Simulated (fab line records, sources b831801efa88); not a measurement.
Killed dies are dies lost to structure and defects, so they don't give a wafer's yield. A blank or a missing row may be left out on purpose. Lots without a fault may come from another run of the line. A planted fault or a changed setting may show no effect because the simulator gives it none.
Which tool did it? | flow gf180mcu | 13 lots, 39 wafers sampled, at 2 steps of a route of 602

WHAT THE GAUGES READ, wafer by wafer
GF_CONTACT_THK_MEAS_01.
lot  | measured     | on            | CONTACT_CVD_00_THK (nm)
L289 | day 16 07:40 | film_metro-04 | 301.1 305.2 297.8
L290 | day 16 16:10 | film_metro-04 | 302.4 300.9 295.9
L293 | day 17 16:26 | film_metro-04 | 299.9 299.4 299.3
L295 | day 18 06:57 | film_metro-02 | 303.5 296.3 300.5
L296 | day 18 19:54 | film_metro-04 | 298.2 299.2 300.4
L297 | day 19 01:07 | film_metro-01 | 300.1 301.3 299.3
L298 | day 19 21:35 | film_metro-01 | 299.1 302.2 300.6
L302 | day 21 00:44 | film_metro-02 | 300.6 301.4 302.5
L303 | day 21 09:34 | film_metro-04 | 304.1 300.6 303.0
L304 | day 21 20:43 | film_metro-02 | 301.6 303.4 299.8
L305 | day 22 07:34 | film_metro-01 | 299.1 297.4 298.8
L306 | day 22 10:43 | film_metro-01 | 297.9 300.5 295.5
L308 | day 23 04:04 | film_metro-04 | 299.0 300.2 303.9

WHICH TOOL RAN EACH LOT (tool, then ch and the chambers of the sampled wafers, then the start)
lot  | GF_SALICIDE_SPUTTER_02
L289 | pvd_sputter-03, day 16 07:04
L290 | pvd_sputter-04, day 16 15:36
L293 | pvd_sputter-03, day 17 15:52
L295 | pvd_sputter-01, day 18 06:19
L296 | pvd_sputter-04, day 18 19:18
L297 | pvd_sputter-04, day 19 00:31
L298 | pvd_sputter-01, day 19 20:59
L302 | pvd_sputter-03, day 21 00:08
L303 | pvd_sputter-01, day 21 09:00
L304 | pvd_sputter-03, day 21 20:07
L305 | pvd_sputter-03, day 22 06:59
L306 | pvd_sputter-03, day 22 10:02
L308 | pvd_sputter-01, day 23 03:29
- GF_SALICIDE_SPUTTER_02: material Co, target thk 10 nm, time 20 s.

WHAT THE TOOLS THEMSELVES READ (means of the sampled wafers that have a number; where no wafer has one, the mark that the record gives instead)
GF_SALICIDE_SPUTTER_02.
lot  | tool           | throttle_valve_pct (%)
L289 | pvd_sputter-03 | 29.0
L290 | pvd_sputter-04 | 28.8
L293 | pvd_sputter-03 | 29.6
L295 | pvd_sputter-01 | 29.0
L296 | pvd_sputter-04 | 28.8
L297 | pvd_sputter-04 | 29.4
L298 | pvd_sputter-01 | 29.6
L302 | pvd_sputter-03 | 30.0
L303 | pvd_sputter-01 | 29.2
L304 | pvd_sputter-03 | 29.7
L305 | pvd_sputter-03 | 29.7
L306 | pvd_sputter-03 | 28.6
L308 | pvd_sputter-01 | 29.5

THE ANSWER, worked out from the rows above alone
Rule: what is usual is taken from the lots themselves. Put in order of their means at a reading, lots are off if they are a third of the lots or fewer, leave a main group of 4 or more, and stand apart from it by a gap of 3 or more times the standard deviation of the main group's means; of several such gaps the widest counts. A main group whose means are all the same, to the digits that the tables above print for the reading, isn't used. A lot without any number at a reading at which 4 lots or more have one is off too. The other lots that the step has rows for count as sound. The gauges are gone through in route order, then the tools' own readings, and for those a lot's mean is taken as printed above. The first step at which some lot is off is used, and at that step the reading that is off furthest; a lot without a number counts as furthest.
No lot is off at any reading shown: from this, nothing can be told.

WHAT THE SIMULATOR HAD PUT IN
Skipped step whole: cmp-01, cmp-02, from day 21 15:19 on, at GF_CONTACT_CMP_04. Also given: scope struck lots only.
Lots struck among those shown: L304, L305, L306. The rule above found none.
